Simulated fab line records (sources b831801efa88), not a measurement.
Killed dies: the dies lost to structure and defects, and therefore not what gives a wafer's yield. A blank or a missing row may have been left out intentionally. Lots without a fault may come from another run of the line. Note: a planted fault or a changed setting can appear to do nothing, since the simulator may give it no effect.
Which of the tools did it? -- flow gf180mcu -- 42 wafers from 14 lots sampled at 4 of the route's 602 steps

## WHAT THE GAUGES SHOWED, per wafer
GF_VT_IMPLANT_OVL_MEAS_29. Usual: for VT_IMPLANT_02_OVL the level is 0.4 nm and the standard deviation is 1.8.
lot,measured,on,VT_IMPLANT_02_OVL (nm),flag
L146,day 6 20:02,overlay-02,0.4 0.0 -0.5,
L148,day 7 13:09,overlay-02,1.5 0.8 0.4,
L150,day 7 22:13,overlay-01,3.0 1.8 2.7,
L151,day 8 03:25,overlay-01,1.6 1.6 2.2,
L152,day 8 12:53,overlay-01,0.8 1.0 2.8,
L156,day 9 13:55,overlay-01,0.1 -0.2 0.2,
L158,day 10 02:43,overlay-01,0.4 -0.1 0.5,
L160,day 10 17:54,overlay-02,-0.1 0.7 0.4,
L161,day 10 22:04,overlay-02,0.0 -1.0 -1.8,
L162,day 11 04:31,overlay-02,-0.7 -0.4 -1.5,
L163,day 11 11:38,overlay-02,-0.7 -0.2 -1.1,
L164,day 11 17:37,overlay-01,4.9 3.5 2.6,
L165,day 11 23:12,overlay-01,-2.0 0.9 0.0,
L167,day 12 12:28,overlay-01,-1.0 0.3 1.7,

GF_HV_LDD_CD_MEAS_07: target cd 400 nm. Usual: cd-nm at 399.4 nm, with a standard deviation of 2.5.
lot,measured,on,cd-nm (nm),flag
L146,day 10 07:33,cd-sem-02,395.8 398.1 396.7,
L148,day 11 05:41,cd-sem-02,400.1 399.1 399.1,
L156,day 12 22:44,cd-sem-02,402.0 402.4 401.2,
L158,day 13 14:08,cd-sem-02,400.1 402.1 401.1,
L160,day 14 09:41,cd-sem-02,404.8 407.0 403.7,
L161,day 14 13:07,cd-sem-01,400.4 399.8 399.2,
L162,day 14 20:10,cd-sem-01,401.9 405.3 402.6,
L163,day 15 04:26,cd-sem-01,397.6 394.8 395.0,
L164,day 15 12:45,cd-sem-02,396.6 398.1 398.3,
L165,day 15 19:41,cd-sem-02,403.2 400.7 400.1,
L167,day 16 13:02,cd-sem-01,399.2 400.3 398.7,

## TOOL THAT RAN EACH LOT (tool first, then ch and the chambers of the sampled wafers, then the start)
lot,GF_DUAL_GATE_WET_ETCH_12,GF_POLY_GATE_ETCH_12
L146,"wet-bench-04 ch 0, day 8 07:38","rie-diel-02 ch 1,2, day 9 03:32"
L148,"wet-bench-01 ch 2, day 9 00:35","rie-diel-01 ch 0,2, day 10 08:23"
L150,"wet-bench-01 ch 1, day 9 09:50",-
L151,"wet-bench-01 ch 1, day 10 03:52",-
L152,"wet-bench-02 ch 3, day 10 03:56",-
L156,"wet-bench-04 ch 0, day 11 03:04","rie-diel-01 ch 0,2,3, day 12 00:59"
L158,"wet-bench-01 ch 3, day 11 18:07","rie-diel-01 ch 0,1,3, day 12 17:10"
L160,"wet-bench-01 ch 2, day 12 12:10","rie-diel-02 ch 0,1,3, day 13 11:49"
L161,"wet-bench-04 ch 1, day 12 13:46","rie-diel-04 ch 0,1,3, day 13 13:04"
L162,"wet-bench-02 ch 3, day 12 21:10","rie-diel-01 ch 0,2, day 13 21:32"
L163,"wet-bench-04 ch 1, day 13 04:41","rie-diel-02 ch 0,1,2, day 14 04:38"
L164,"wet-bench-01 ch 3, day 13 11:58","rie-diel-02 ch 1,2, day 14 13:43"
L165,"wet-bench-01 ch 1, day 13 18:13","rie-diel-01 ch 0,2, day 14 19:49"
L167,"wet-bench-02 ch 2, day 14 08:07","rie-diel-02 ch 1,2,3, day 15 09:31"
- GF_DUAL_GATE_WET_ETCH_12: etches SiO2 in dHF, target depth 13 nm, time 260 s.
- GF_POLY_GATE_ETCH_12: etches BARC in N2/H2.

## WHAT THE TOOLS THEMSELVES READ (means of the sampled wafers that have a number; where no wafer has one, the mark that the record gives instead)
GF_DUAL_GATE_WET_ETCH_12. Usual: bath-heat-duty-pct 5.9 %, standard deviation 0.7; run-length-s 287 s, standard deviation 3.4.
lot,tool,bath-heat-duty-pct (%),run-length-s (s),flag
L146,wet-bench-04,6.4,284,
L148,wet-bench-01,6.2,293,
L150,wet-bench-01,-,-,OFF
L151,wet-bench-01,-,-,OFF
L152,wet-bench-02,-,-,OFF
L156,wet-bench-04,6.1,291,
L158,wet-bench-01,5.3,285,
L160,wet-bench-01,6.4,287,
L161,wet-bench-04,6.7,286,
L162,wet-bench-02,5.4,295,
L163,wet-bench-04,6.7,285,
L164,wet-bench-01,5.5,286,
L165,wet-bench-01,6.3,287,
L167,wet-bench-02,5.8,286,

GF_POLY_GATE_ETCH_12. Usual: bias-w 100.0 W, standard deviation 0.31; chamber-pressure-mTorr 30.001 mTorr, standard deviation 0.028; drypump-motor-current-A 5.7 A, standard deviation 0.35; oes-product-au 0.736 a.u., standard deviation 0.0054; throttle-valve-pct 13.214 %, standard deviation 0.0089.
lot,tool,bias-w (W),chamber-pressure-mTorr (mTorr),drypump-motor-current-A (A),oes-product-au (a.u.),throttle-valve-pct (%),flag
L146,rie-diel-02,100.5,30.009,5.8,0.741,13.215,
L148,rie-diel-01,100.1,29.996,5.9,0.735,13.216,
L156,rie-diel-01,100.2,30.033,5.9,0.736,13.208,
L158,rie-diel-01,99.9,30.024,5.5,0.737,13.208,
L160,rie-diel-02,100.0,30.019,5.6,0.737,13.214,
L161,rie-diel-04,100.1,29.976,5.9,0.736,13.215,
L162,rie-diel-01,99.9,30.000,5.9,0.735,13.215,
L163,rie-diel-02,100.0,29.996,5.8,0.734,13.220,
L164,rie-diel-02,100.0,29.974,5.8,0.736,13.221,
L165,rie-diel-01,99.9,30.027,6.0,0.734,13.210,
L167,rie-diel-02,100.0,30.023,5.6,0.734,13.225,

## THE ANSWER, worked out from the rows above alone
Rule: take the mean of a lot's wafers that have a number; if it is more than 3 standard deviations from the usual mean, the lot is off. Also off: a lot with no number at a reading for which 4 or more lots have one. The other lots that the step has rows for count as sound. The gauges are gone through in route order, then the tools' own readings, and for those a lot's mean is taken as printed above. At the first step where some lot is off, the reading lying furthest off is the one used; lots without a number count as furthest.
Off: L150, L151, L152, at GF_DUAL_GATE_WET_ETCH_12 (bath-heat-duty-pct). Without a number there: L150, L151, L152.
If a tool, at that step or one of the process steps before it, ran each lot that is off and ran no sound lot following the first of them, it fits. Of those tried, none fits.

## WHAT THE SIMULATOR HAD PUT IN
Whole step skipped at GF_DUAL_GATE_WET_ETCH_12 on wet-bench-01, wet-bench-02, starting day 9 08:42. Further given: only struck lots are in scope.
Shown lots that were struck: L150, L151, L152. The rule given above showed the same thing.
